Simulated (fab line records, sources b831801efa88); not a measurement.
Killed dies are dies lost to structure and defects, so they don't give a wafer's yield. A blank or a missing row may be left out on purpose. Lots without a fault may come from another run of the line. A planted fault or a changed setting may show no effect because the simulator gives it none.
Problem report in the 8D (eight disciplines) form, filled by code | flow gf180mcu | the parts of the form that need people (team, actions taken, sign-off) are left out

1. THE PROBLEM
LVPWELL_OVL at GF_LVPWELL_OVL_MEAS_07 reads a mean of -94.9 nm on 6 wafers of 2 lots; wafers without a fault read -0.2 nm with a standard deviation of 1.2. That is -79 standard deviations from the usual mean.
First seen on wafer L768.2, day 7 10:09, on overlay-02. The record holds 42 wafers of 14 lots with a number at this step. Rule for "out", or "out of limits": more than 4 standard deviations from the usual mean. The other wafers with a number count as sound.

2. WHAT IT IS AND WHAT IT IS NOT
question                    | is                     | is not
which readings at this step | LVPWELL_OVL            | -
which lots                  | L768, L769             | L753, L754, L755, L756, L757, L758, L760, L761, L763, L767, L772, L775
which wafers of those lots  | all that have a number | -
read on which gauges        | overlay-02             | overlay-01
when                        | from day 7 10:09       | up to then (30 sound wafers); but 6 sound wafers of L772, L775 came after

3. SUSPECTS, AND WHAT RULES EACH OUT
Counting: a tool at a process step up to the reading stays a suspect if it ran every lot that is out and no sound lot after the first of them.
- the gauge at GF_LVPWELL_OVL_MEAS_07: kept. All the wafers that are out were read on overlay-02, and no step on other tools shows them out.
- iline_stepper-02 at GF_LVPWELL_EXPOSE_04 (exposes mask LVPWELL, target cd 600 nm): kept. It ran every lot that is out, first L768 (day 7 02:17), and no sound lot after that; its last sound lot up to then is L763 (day 6 01:24).
Left after counting: iline_stepper-02 at GF_LVPWELL_EXPOSE_04, overlay-02 at GF_LVPWELL_OVL_MEAS_07.

4. THE CAUSE (what the simulator had put in)
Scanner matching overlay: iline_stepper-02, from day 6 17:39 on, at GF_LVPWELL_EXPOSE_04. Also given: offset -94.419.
Counting left 2 suspects, and this tool is among them.

5. THE CHAIN OF EFFECTS, in route order
Each row: a reading whose mean over the struck wafers that have a number lies more than 3 standard deviations from the usual. Only readings for which the record gives a usual standard deviation are gone through. hours: the time from each lot's start at the first step in this table that gives one to its start at this step, as a median over the lots. sigmas: the change in usual standard deviations.
hours | step                   | reading     | usual   | on struck wafers | change | sigmas
0     | GF_LVPWELL_OVL_MEAS_07 | LVPWELL_OVL | -0.2 nm | -94.9            | -94.7  | -79

6. WHAT WOULD HAVE CAUGHT IT SOONER
In this record the first reading out of limits at a measuring or inspecting step was taken at day 7 10:09, 16 hours after the fault began at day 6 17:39.
All the lots that are out (2) had begun GF_LVPWELL_EXPOSE_04 on iline_stepper-02 by day 7 10:09. A hold on the tool at that time would have spared none of them.
